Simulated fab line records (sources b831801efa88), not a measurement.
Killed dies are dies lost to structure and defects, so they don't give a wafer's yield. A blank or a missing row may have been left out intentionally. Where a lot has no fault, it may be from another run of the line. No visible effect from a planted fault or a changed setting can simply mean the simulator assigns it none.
A lot that was struck, set against a sound lot -- flow sky130 -- 19 steps out of a route of 708
Sound: the wafers L266.1, L266.2, L266.6. Struck: wafer L273.6 (left out: L273.5, a lot-mate that was not struck); the cause follows at the end.
Each step with rows lists, per side, the tool, then ch with its chambers, then its first start. Under that, the readings that differ: sound wafers -- struck wafers -- difference of the means -- sigmas: that difference in standard deviations of wafers without a fault.
alike: same words and numbers on both sides, and readings whose means sit less than 2 such deviations apart. not compared: any withheld reading, any reading some wafer has no value for, any bound like >300 that may hide the same value, and any number with overlapping values for which the record gives no deviation.
A row with sigmas, a row that says differs or no value, or rows on one side alone: a step with any of these is where the two part. Numbers that don't overlap but have no deviation are shown without sigmas and don't part them. Lack of a reading on every wafer of one side parts them only where that side has two or more wafers.

SKY_FIELD_ISO_BOW_MEAS_00:
  sound: film_metro-02 at day 3 17:00; struck: film_metro-03 at day 5 04:05
  alike: INCOMING_BOW
then, 1 step without rows for these wafers: SKY_FIELD_ISO_OXIDATION_01 (stabilise 600 s, purge 300 s, target thk 12 nm).
SKY_FIELD_ISO_THK_MEAS_02:
  sound: film_metro-02 at day 3 19:44; struck: film_metro-02 at day 5 06:12
  alike: FIELD_ISO_OXIDATION_00_THK
then, 1 step without rows for these wafers: SKY_FIELD_ISO_CVD_03 (deposits Si3N4 from DCS/NH3, target thk 165 nm, time 2830 s).
SKY_FIELD_ISO_THK_MEAS_04:
  sound: film_metro-01 at day 3 21:35; struck: film_metro-03 at day 5 08:23
  alike: FIELD_ISO_CVD_03_THK
then, 3 steps without rows for these wafers: SKY_FIELD_ISO_DEHYDRATE_05 (time 60 s); SKY_FIELD_ISO_HMDS_06 (prime time 60 s); SKY_FIELD_ISO_COAT_07 (resist thk 60 nm).
SKY_FIELD_ISO_COAT_08: resist thk 450 nm.
  sound on litho_track-02 ch 0, day 4 05:00; struck on litho_track-02 ch 0, day 5 17:00
reading,sound,struck,difference,sigmas
model.KrF-thick_of_FIELD_ISO_COAT_08.thk_nm (nm),450 449.9 450.5,397.9,-52.2,
then, 4 steps without rows for these wafers: SKY_FIELD_ISO_SOFTBAKE_09 (time 90 s); SKY_FIELD_ISO_EXPOSE_10 (exposes mask FOM, target cd 150 nm); SKY_FIELD_ISO_PEB_11; SKY_FIELD_ISO_DEVELOP_12 (develop time 60 s).
SKY_FIELD_ISO_CD_MEAS_13: the cd target is 150 nm.
  sound: cd_sem-01 at day 4 13:53; struck: cd_sem-01 at day 6 03:13
  alike: cd_nm
SKY_FIELD_ISO_ETCH_14: etches BARC in N2/H2, stops on SiO2, time 45.9 s, target depth 60 nm.
  sound on rie_diel-04 ch 1,2, day 4 14:01; struck on rie_diel-01 ch 2, day 6 03:17
  alike: drypump_motor_current_A, oes_product_au, throttle_valve_pct
  not compared: rf_hours_counter_h
SKY_FIELD_ISO_ETCH_15: etches the open film in CHF3/O2, stops on Si, target depth 180 nm, time 72 s.
  sound on rie_diel-04 ch 1,2, day 4 14:03; struck on rie_diel-01 ch 2, day 6 03:20
reading,sound,struck,difference,sigmas
throttle_valve_pct (%),8.827 8.843 8.841,8.862,+0.025,+3
model.KrF-thick_of_FIELD_ISO_COAT_08.thk_nm (nm),238 239.7 242.2,186.3,-53.7,
  alike: chf3_flow_sccm, drypump_motor_current_A, oes_product_au
  not compared: rf_hours_counter_h
SKY_FIELD_ISO_STRIP_16: strips in O2/N2.
  sound on plasma_asher-04 ch 0,1, day 4 14:07; struck on plasma_asher-02 ch 0, day 6 03:25
reading,sound,struck,difference,sigmas
drypump_motor_current_A (A),5.69 5.45 5.68,5.34,-0.27,-2
oes_product_au (a.u.),0.380 0.390 0.375,0.355,-0.027,-6
strip_time_to_endpoint_s (s),3.55 3.59 3.61,3.01,-0.57,-15
  not compared: rf_hours_counter_h
SKY_FIELD_ISO_ETCH_17: etches Si in HBr/Cl2/O2, target depth 342 nm, time 97.7 s.
  sound on rie_si-02 ch 2,3, day 4 14:13; struck on rie_si-01 ch 2, day 6 03:29
reading,sound,struck,difference,sigmas
throttle_valve_pct (%),25.647 25.639 25.649,25.674,+0.029,+3
  alike: drypump_motor_current_A, oes_product_au
  not compared: rf_hours_counter_h
-- record jumps: 44 days separate the struck wafers' starts on either side; left off in module FIELD_ISO, taken up again in module PAD_OPEN, whose first shown step is the route's number 708 --
SKY_PAD_OPEN_PROBE_99:
  sound: prober-02 at day 48 10:55; struck: prober-01 at day 49 23:00
  alike: killed_at_M0_to_M3, killed_at_M4_up, killed_at_contacts, killed_at_front_end, killed_at_other, killed_dies, killed_open, killed_short

WHERE THEY PART
Last at SKY_FIELD_ISO_ETCH_17 as far as this record goes, first at SKY_FIELD_ISO_ETCH_15. Later steps at which nothing parts them and some readings are alike: SKY_PAD_OPEN_PROBE_99.

WHY: whatever the simulator had introduced
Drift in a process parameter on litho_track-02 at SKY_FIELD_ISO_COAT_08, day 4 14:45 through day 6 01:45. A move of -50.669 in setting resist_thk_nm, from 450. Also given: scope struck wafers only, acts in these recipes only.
